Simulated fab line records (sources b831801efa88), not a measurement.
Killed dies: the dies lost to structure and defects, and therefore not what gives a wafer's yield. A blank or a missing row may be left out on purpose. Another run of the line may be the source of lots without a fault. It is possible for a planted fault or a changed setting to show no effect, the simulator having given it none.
Comparing a struck lot with a sound one || flow sfq line || 42 out of 325 route steps
Sound: these wafers, L378.1, L378.2, L378.6. The struck wafers were L384.3, L384.5, L384.6. The cause is named last.
Order at every step that has rows: each side's tool, ch and its chambers, its first start. Under that, the readings that differ: sound wafers || struck wafers || difference of the means || sigmas: that difference in standard deviations of wafers without a fault.
alike: words and numbers the same on both sides, and readings whose means are apart by under 2 such deviations; not compared: readings that were withheld, readings missing a value for some wafer, numbers with overlapping values and no deviation given by the record, and bounds like >300 which may hide the same value.
Wherever a step has rows on one side only, a row that says differs or no value, or a row with sigmas, the two part there. Non-overlapping numbers with no deviation appear without sigmas and do not part them. A reading missing from all wafers of one side parts the sides only when that side holds two or more wafers.

first, 6 steps without rows for these wafers: SFQ_TRILAYER_I6_VIA_LITHO_COAT_174 (resist thk 62 nm); SFQ_TRILAYER_I6_VIA_LITHO_COAT_169 (resist thk 650 nm); SFQ_TRILAYER_I6_VIA_LITHO_SOFTBAKE_173; SFQ_TRILAYER_I6_VIA_LITHO_EXPOSE_170 (exposes mask I6, target cd 700 nm); SFQ_TRILAYER_I6_VIA_LITHO_PEB_172 (peb time 60 s); SFQ_TRILAYER_I6_VIA_LITHO_DEVELOP_171 (time 60 s).
SFQ_I6_OVL_MEAS_942:
  struck on overlay-01, day 70 16:08; sound on overlay-01, day 68 04:26
  alike: I6_OVL
then, 5 steps without rows for these wafers: SFQ_TRILAYER_I6_VIA_BARC_OPEN_VIA_ETCH_235 (etches BARC in O2, target depth 125 nm, time 41.7 s); SFQ_TRILAYER_I6_VIA_ETCH_VIA_ETCH_172 (etches SiO2 in CHF3, stops on Nb, target depth 260 nm); SFQ_TRILAYER_I6_VIA_STRIP_STRIP_173 (strips in O2); SFQ_TRILAYER_I6_VIA_STRIP_SOLV_CLEAN_174 (cleans in NMP, time 600 s); SFQ_TRILAYER_M7_DEP_PRE_CLEAN_176 (time 22.5 s).
SFQ_TRILAYER_M7_DEP_SPUTTER_175: material Nb, target thk 200 nm, time 133.3 s.
  struck on pvd sputter-05, day 70 17:43; sound on pvd sputter-03, day 68 05:26
{"reading": "cathode dc power W (W)", "sound": "1999.9 1999.6 1999.9", "struck": "2156.0 2155.5 2155.2", "difference": "+155.8", "sigmas": "+99 or more"}
{"reading": "model.Nb_of_TRILAYER_M7_DEP_SPUTTER_175.thk nm (nm)", "sound": "198.8 199.3 199.3", "struck": "213.1 214.1 214.9", "difference": "+14.9", "sigmas": ""}
  alike: throttle valve pct
SFQ_M7_RS_MEAS_943: a four-point-probe measurement.
  struck on film metro-02, day 70 17:52; sound on film metro-01, day 68 05:31
{"reading": "M7_NB_RS (ohm/sq)", "sound": "0.897 0.895 0.893", "struck": "0.834 0.829 0.827", "difference": -0.065, "sigmas": -9}
then, 6 steps without rows for these wafers: SFQ_TRILAYER_M7_LITHO_COAT_182 (resist thk 62 nm); SFQ_TRILAYER_M7_LITHO_COAT_177 (resist thk 600 nm); SFQ_TRILAYER_M7_LITHO_SOFTBAKE_181; SFQ_TRILAYER_M7_LITHO_EXPOSE_178 (exposes mask M7, target cd 500 nm); SFQ_TRILAYER_M7_LITHO_PEB_180 (peb time 60 s); SFQ_TRILAYER_M7_LITHO_DEVELOP_179 (time 60 s).
SFQ_M7_OVL_MEAS_945:
  struck on overlay-01, day 70 20:16; sound on overlay-01, day 68 09:09
  alike: M7_OVL
SFQ_TRILAYER_M7_BARC_OPEN_METAL_ETCH_229: etches BARC in O2, target depth 125 nm, time 41.7 s.
  sound on rie metal-02 ch 0,1, day 68 09:11; struck on rie metal-03 ch 0,1, day 70 20:18
{"reading": "bias w (W)", "sound": "79.72 79.80 79.76", "struck": "80.19 80.34 80.42", "difference": "+0.56", "sigmas": "+2"}
  alike: drypump motor current A, oes product au
  not compared: rf hours counter h
SFQ_TRILAYER_M7_ETCH_METAL_ETCH_180: etches Nb in Cl2/Ar, stops on SiO2, target depth 240 nm, time 120 s.
  sound on rie metal-02 ch 0,1, day 68 09:15; struck on rie metal-03 ch 0,1, day 70 20:23
{"reading": "oes product au (a.u.)", "sound": "0.887 0.886 0.895", "struck": "0.920 0.927 0.930", "difference": "+0.036", "sigmas": "+6"}
  alike: bias w, drypump motor current A
  not compared: rf hours counter h
SFQ_TRILAYER_M7_STRIP_STRIP_181: strips in O2.
  sound on rie metal-02 ch 0,1, day 68 09:23; struck on rie metal-03 ch 0,1, day 70 20:40
  alike: drypump motor current A, oes product au
  not compared: rf hours counter h
then, 2 steps without rows for these wafers: SFQ_TRILAYER_M7_STRIP_SOLV_CLEAN_182 (cleans in NMP, time 600 s); SFQ_TRILAYER_I7_DEP_PECVD_183 (deposits SiO2 from SiH4/N2O, time 111.11 s, target thk 500 nm).
SFQ_TRILAYER_I7_CMP_CMP_184: polishes SiO2.
  sound on cmp-01 ch 1,2,3, day 68 14:26; struck on cmp-02 ch 2,3, day 70 23:36
  alike: motor current A, platen rpm, time to endpoint s
SFQ_I7_BOW_MEAS_946:
  struck on film metro-04, day 71 02:38; sound on film metro-02, day 68 17:26
  alike: I7_BOW
SFQ_TRILAYER_I7_METRO_MEASURE_185:
  struck on film metro-04, day 71 03:07; sound on film metro-02, day 68 17:33
  alike: thk nm
then, 6 steps without rows for these wafers: SFQ_TRILAYER_I7_VIA_LITHO_COAT_192 (resist thk 62 nm); SFQ_TRILAYER_I7_VIA_LITHO_COAT_187 (resist thk 650 nm); SFQ_TRILAYER_I7_VIA_LITHO_SOFTBAKE_191; SFQ_TRILAYER_I7_VIA_LITHO_EXPOSE_188 (exposes mask I7, target cd 1000 nm); SFQ_TRILAYER_I7_VIA_LITHO_PEB_190 (peb time 60 s); SFQ_TRILAYER_I7_VIA_LITHO_DEVELOP_189 (time 60 s).
-- the record jumps here: 3 days lie between the struck wafers' starts before and after --
SFQ_I7_OVL_MEAS_947:
  struck on overlay-01, day 74 08:44; sound on overlay-01, day 68 23:33
  alike: I7_OVL
then, 2 steps without rows for these wafers: SFQ_TRILAYER_I7_VIA_BARC_OPEN_VIA_ETCH_260 (etches BARC in O2, target depth 125 nm, time 41.7 s); SFQ_TRILAYER_I7_VIA_ETCH_VIA_ETCH_190 (etches SiO2 in CHF3, stops on Nb, target depth 260 nm).
SFQ_TRILAYER_I7_VIA_STRIP_STRIP_191: strips in O2.
  sound on rie metal-01 ch 0,1, day 68 23:44; struck on rie metal-03 ch 0,1, day 74 09:07
  alike: drypump motor current A, oes product au
  not compared: rf hours counter h
then, 2 steps without rows for these wafers: SFQ_TRILAYER_I7_VIA_STRIP_SOLV_CLEAN_192 (cleans in NMP, time 600 s); SFQ_TRILAYER_M8_LITHO_LOR_COAT_197.
SFQ_M8_BOW_MEAS_951:
  struck on film metro-01, day 75 00:55; sound on film metro-01, day 69 10:17
{"reading": "model.etest.m7.ohm um", "sound": "1.792 1.786 1.785", "struck": "1.674 1.667 1.655", "difference": -0.122, "sigmas": ""}
{"reading": "model.etest.i6.link ohm", "sound": "1.862 1.867 1.864", "struck": "1.808 1.805 1.795", "difference": -0.062, "sigmas": ""}
{"reading": "model.etest.m7.ohm sq", "sound": "0.8957 0.8932 0.8932", "struck": "0.8352 0.8314 0.8284", "difference": -0.0624, "sigmas": ""}
{"reading": "model.etest.i7.link ohm", "sound": "1.055 1.052 1.053", "struck": "0.9973 0.9941 0.9905", "difference": -0.0594, "sigmas": ""}
  alike: M8_BOW

## WHERE THEY PART
Last at SFQ_TRILAYER_M7_ETCH_METAL_ETCH_180 as far as this record goes, first at SFQ_TRILAYER_M7_DEP_SPUTTER_175. Later steps at which nothing parts them and some readings are alike: SFQ_TRILAYER_M7_STRIP_STRIP_181, SFQ_TRILAYER_I7_CMP_CMP_184, SFQ_I7_BOW_MEAS_946, SFQ_TRILAYER_I7_METRO_MEASURE_185, SFQ_I7_OVL_MEAS_947, SFQ_TRILAYER_I7_VIA_STRIP_STRIP_191, SFQ_M8_BOW_MEAS_951.

WHY: what had been put in by the simulator
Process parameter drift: pvd sputter-05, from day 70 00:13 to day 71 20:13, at SFQ_TRILAYER_M7_DEP_SPUTTER_175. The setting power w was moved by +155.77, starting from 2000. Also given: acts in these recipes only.
